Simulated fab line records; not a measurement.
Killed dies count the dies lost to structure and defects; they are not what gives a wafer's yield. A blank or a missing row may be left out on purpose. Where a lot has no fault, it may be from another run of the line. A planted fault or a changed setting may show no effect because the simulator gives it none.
What tool caused it? | flow gf180mcu | 14 lots, 42 wafers sampled, at 6 steps of a route of 602

## WHAT THE GAUGES SHOWED, per wafer
GF_STI_THK_MEAS_22. Usual: for STI_OXIDATION_01_THK the level is 14.94 nm and the standard deviation is 0.26.
lot  | measured    | on           | STI_OXIDATION_01_THK (nm) | flag
L969 | day 2 06:39 | filmMetro-01 | 14.99 14.84 14.83         | 
L970 | day 2 08:36 | filmMetro-01 | 14.74 14.78 14.60         | 
L971 | day 2 13:53 | filmMetro-01 | 14.84 14.51 14.86         | 
L974 | day 3 04:43 | filmMetro-03 | 15.20 15.26 15.22         | 
L975 | day 3 10:32 | filmMetro-02 | 14.39 14.59 14.77         | 
L976 | day 3 14:58 | filmMetro-02 | 14.71 14.98 14.94         | 
L977 | day 3 20:17 | filmMetro-02 | 14.61 14.78 14.57         | 
L978 | day 4 02:00 | filmMetro-01 | 15.05 15.03 15.07         | 
L979 | day 4 06:40 | filmMetro-01 | 15.20 15.07 15.39         | 
L981 | day 4 17:43 | filmMetro-03 | 14.82 14.95 14.78         | 
L987 | day 6 00:21 | filmMetro-01 | 15.10 15.30 15.14         | 
L988 | day 6 05:46 | filmMetro-01 | 15.11 14.87 14.57         | 
L990 | day 6 18:15 | filmMetro-03 | 15.09 15.11 15.27         | 
L992 | day 7 02:32 | filmMetro-03 | 14.74 14.97 15.08         | 

GF_LVPWELL_TW_MEAS_11. Usual: for LVPWELL_TW the level is 559 and the standard deviation is 3.7.
lot  | measured    | on           | LVPWELL_TW  | flag
L969 | day 3 23:13 | filmMetro-02 | 557 557 556 | 
L970 | day 4 03:06 | filmMetro-04 | 562 559 561 | 
L971 | day 4 08:13 | filmMetro-04 | 563 561 563 | 
L974 | day 5 00:59 | filmMetro-02 | 556 556 553 | 
L975 | day 5 06:25 | filmMetro-02 | 555 556 553 | 
L976 | day 5 11:44 | filmMetro-02 | 555 556 553 | 
L977 | day 5 18:17 | filmMetro-04 | 30 30 30    | OFF
L978 | day 5 23:21 | filmMetro-04 | 30 30 30    | OFF
L979 | day 6 03:35 | filmMetro-01 | 558 555 554 | 
L981 | day 6 17:01 | filmMetro-01 | 555 553 554 | 
L987 | day 8 02:38 | filmMetro-01 | 554 554 553 | 
L988 | day 8 08:16 | filmMetro-04 | 561 559 560 | 
L990 | day 8 21:53 | filmMetro-04 | 560 561 561 | 
L992 | day 9 06:59 | filmMetro-04 | 565 564 565 | 

GF_MVSD_OVL_MEAS_07. Usual: for MVSD_OVL the level is -1.0 nm and the standard deviation is 1.4.
lot  | measured     | on         | MVSD_OVL (nm)  | flag
L969 | day 4 12:37  | overlay-02 | -1.5 -0.5 -1.3 | 
L970 | day 4 17:08  | overlay-01 | 0.5 -2.1 -0.5  | 
L971 | day 4 21:38  | overlay-01 | -2.7 -0.8 -1.0 | 
L974 | day 5 15:37  | overlay-01 | -1.0 0.1 -2.1  | 
L975 | day 5 20:05  | overlay-02 | -2.0 -2.2 -3.2 | 
L976 | day 6 01:42  | overlay-02 | 0.4 0.4 0.1    | 
L977 | day 6 08:48  | overlay-01 | -1.9 -1.5 -1.1 | 
L978 | day 6 13:53  | overlay-01 | -0.6 -2.3 -0.7 | 
L979 | day 6 18:21  | overlay-01 | -0.8 -1.5 -0.3 | 
L981 | day 7 08:29  | overlay-02 | 0.0 -1.4 0.0   | 
L987 | day 8 19:00  | overlay-02 | 1.3 -0.7 -1.2  | 
L988 | day 9 00:23  | overlay-02 | -0.3 1.2 0.1   | 
L990 | day 9 15:07  | overlay-01 | 1.0 -1.3 -0.1  | 
L992 | day 10 00:34 | overlay-01 | -1.9 -2.0 -1.6 | 

GF_POLY_GATE_CD_MEAS_10: target cd 280 nm. Usual: 280.0 nm for cdNm, sd 1.
lot  | measured     | on       | cdNm (nm)         | flag
L969 | day 9 06:56  | cdSem-02 | 279.5 278.4 280.4 | 
L970 | day 9 11:32  | cdSem-02 | 279.1 279.2 279.4 | 
L971 | day 9 20:53  | cdSem-02 | 278.6 279.1 279.8 | 
L974 | day 10 17:33 | cdSem-01 | 279.3 279.4 279.6 | 
L975 | day 11 00:35 | cdSem-01 | 281.6 280.6 281.3 | 
L976 | day 11 04:42 | cdSem-02 | 278.7 279.8 279.4 | 
L977 | day 11 12:43 | cdSem-01 | 278.7 280.2 279.8 | 
L978 | day 11 21:34 | cdSem-02 | 279.7 279.8 278.9 | 
L979 | day 12 02:28 | cdSem-02 | 278.2 279.9 278.9 | 
L981 | day 12 16:31 | cdSem-01 | 281.7 280.3 280.9 | 
L987 | day 14 14:45 | cdSem-02 | 281.0 280.7 280.4 | 
L988 | day 14 20:56 | cdSem-01 | 281.6 280.5 281.0 | 
L990 | day 15 12:31 | cdSem-02 | 281.3 281.1 282.6 | 
L992 | day 16 02:00 | cdSem-01 | 280.0 279.2 279.4 | 

## WHICH TOOL RAN EACH LOT (tool, then ch and the chambers of the sampled wafers, then the start)
lot  | GF_NWELL_STRIP_10                  | GF_LVPWELL_STRIP_10
L969 | plasmaAsher-02 ch 0,1, day 3 10:01 | plasmaAsher-02 ch 0,1, day 3 23:07
L970 | plasmaAsher-01 ch 0,1, day 3 13:37 | plasmaAsher-03 ch 0,1, day 4 02:59
L971 | plasmaAsher-01 ch 0,1, day 3 18:40 | plasmaAsher-01 ch 0,1, day 4 08:07
L974 | plasmaAsher-04 ch 0,1, day 4 10:56 | plasmaAsher-03 ch 0,1, day 5 00:53
L975 | plasmaAsher-04 ch 0,1, day 4 16:05 | plasmaAsher-02 ch 0,1, day 5 06:19
L976 | plasmaAsher-04 ch 0,1, day 4 21:13 | plasmaAsher-02 ch 0,1, day 5 11:38
L977 | plasmaAsher-04 ch 0,1, day 5 03:32 | plasmaAsher-03 ch 0,1, day 5 18:11
L978 | plasmaAsher-02 ch 0, day 5 08:38   | plasmaAsher-02 ch 0, day 5 23:14
L979 | plasmaAsher-02 ch 0,1, day 5 13:08 | plasmaAsher-01 ch 0,1, day 6 03:29
L981 | plasmaAsher-04 ch 0,1, day 6 01:14 | plasmaAsher-01 ch 0,1, day 6 16:55
L987 | plasmaAsher-04 ch 1, day 7 10:32   | plasmaAsher-02 ch 0,1, day 8 02:32
L988 | plasmaAsher-04 ch 0,1, day 7 16:02 | plasmaAsher-02 ch 0, day 8 08:10
L990 | plasmaAsher-04 ch 0,1, day 8 04:35 | plasmaAsher-02 ch 0,1, day 8 21:47
L992 | plasmaAsher-02 ch 0,1, day 8 13:08 | plasmaAsher-03 ch 0,1, day 9 06:53
- GF_NWELL_STRIP_10: strips in O2/N2.
- GF_LVPWELL_STRIP_10: strips in O2/N2.

## AS READ BY THE TOOLS THEMSELVES (means over the sampled wafers that have a number; for cases with no such wafer, the mark the record gives instead)
GF_NWELL_STRIP_10. Usual: chamberPressureMTorr 1500.0 mTorr, standard deviation 1.5; drypumpMotorCurrentA 5.92 A, standard deviation 0.27; heaterPowerW 360 W, standard deviation 29; oesProductAu 0.722 a.u., standard deviation 0.0049; stripTimeToEndpointS 36.99 s, standard deviation 0.12.
lot  | tool           | chamberPressureMTorr (mTorr) | drypumpMotorCurrentA (A) | heaterPowerW (W) | oesProductAu (a.u.) | stripTimeToEndpointS (s) | flag
L969 | plasmaAsher-02 | 1500.3                       | 5.95                     | 322              | 0.721               | 37.17                    | 
L970 | plasmaAsher-01 | 1498.5                       | 6.07                     | 370              | 0.720               | 37.14                    | 
L971 | plasmaAsher-01 | 1499.5                       | 6.20                     | 370              | 0.719               | 37.07                    | 
L974 | plasmaAsher-04 | 1499.0                       | 5.76                     | 366              | 0.715               | 36.75                    | 
L975 | plasmaAsher-04 | 1498.5                       | 5.78                     | 362              | 0.724               | 37.17                    | 
L976 | plasmaAsher-04 | 1500.4                       | 5.77                     | 370              | 0.720               | 37.03                    | 
L977 | plasmaAsher-04 | -                            | -                        | -                | -                   | -                        | OFF
L978 | plasmaAsher-02 | -                            | -                        | -                | -                   | -                        | OFF
L979 | plasmaAsher-02 | 1504.2                       | 5.80                     | 351              | 0.726               | 36.97                    | 
L981 | plasmaAsher-04 | 1500.1                       | 5.94                     | 382              | 0.721               | 36.95                    | 
L987 | plasmaAsher-04 | 1499.5                       | 5.58                     | 360              | 0.724               | 36.86                    | 
L988 | plasmaAsher-04 | 1500.6                       | 5.95                     | 377              | 0.722               | 37.00                    | 
L990 | plasmaAsher-04 | 1500.7                       | 5.94                     | 375              | 0.719               | 36.89                    | 
L992 | plasmaAsher-02 | 1500.5                       | 5.97                     | 326              | 0.724               | 36.98                    | 

GF_LVPWELL_STRIP_10. Usual: chamberPressureMTorr 1500.0 mTorr, standard deviation 1.5; drypumpMotorCurrentA 5.99 A, standard deviation 0.26; heaterPowerW 351 W, standard deviation 27; oesProductAu 0.723 a.u., standard deviation 0.0046; stripTimeToEndpointS 36.99 s, standard deviation 0.099.
lot  | tool           | chamberPressureMTorr (mTorr) | drypumpMotorCurrentA (A) | heaterPowerW (W) | oesProductAu (a.u.) | stripTimeToEndpointS (s) | flag
L969 | plasmaAsher-02 | 1500.6                       | 5.80                     | 350              | 0.722               | 36.98                    | 
L970 | plasmaAsher-03 | 1502.1                       | 6.11                     | 356              | 0.723               | 37.04                    | 
L971 | plasmaAsher-01 | 1499.9                       | 6.17                     | 367              | 0.718               | 36.93                    | 
L974 | plasmaAsher-03 | 1500.7                       | 6.09                     | 354              | 0.723               | 36.94                    | 
L975 | plasmaAsher-02 | 1499.3                       | 5.95                     | 325              | 0.730               | 36.98                    | 
L976 | plasmaAsher-02 | 1499.7                       | 5.79                     | 355              | 0.725               | 36.99                    | 
L977 | plasmaAsher-03 | 1500.3                       | 5.88                     | 356              | 0.746               | 81.74                    | OFF
L978 | plasmaAsher-02 | 1500.6                       | 6.15                     | 297              | 0.738               | 81.41                    | OFF
L979 | plasmaAsher-01 | 1499.7                       | 6.08                     | 373              | 0.723               | 37.03                    | 
L981 | plasmaAsher-01 | 1498.5                       | 6.19                     | 365              | 0.721               | 36.92                    | 
L987 | plasmaAsher-02 | 1500.5                       | 5.81                     | 352              | 0.725               | 36.91                    | 
L988 | plasmaAsher-02 | 1497.4                       | 6.14                     | 301              | 0.721               | 37.07                    | 
L990 | plasmaAsher-02 | 1499.3                       | 5.80                     | 347              | 0.723               | 37.19                    | 
L992 | plasmaAsher-03 | 1500.5                       | 5.89                     | 357              | 0.724               | 36.89                    | 

## THE ANSWER, worked out from the rows above alone
Rule: lot off if the mean of its wafers having a number is beyond 3 standard deviations from the usual mean. A lot without any number at a reading at which 4 lots or more have one is off too. The other lots that the step has rows for count as sound. Order of review: gauges by route order, followed by the tools' own readings, for which a lot's mean as printed above is used. At the first step where some lot is off, the reading lying furthest off is the one used; lots without a number count as furthest.
Off: at GF_LVPWELL_TW_MEAS_11 (LVPWELL_TW), L977, L978.
A tool fits if, at a process step before that reading, it ran every lot that is off, and no sound lot after the first of them. The gauges at GF_LVPWELL_TW_MEAS_11 aren't tried: what is off there is off at GF_NWELL_STRIP_10 too, on other tools, and a gauge's error can't cause that. Not one of the candidates tried fits.

## WHAT THE SIMULATOR PUT IN
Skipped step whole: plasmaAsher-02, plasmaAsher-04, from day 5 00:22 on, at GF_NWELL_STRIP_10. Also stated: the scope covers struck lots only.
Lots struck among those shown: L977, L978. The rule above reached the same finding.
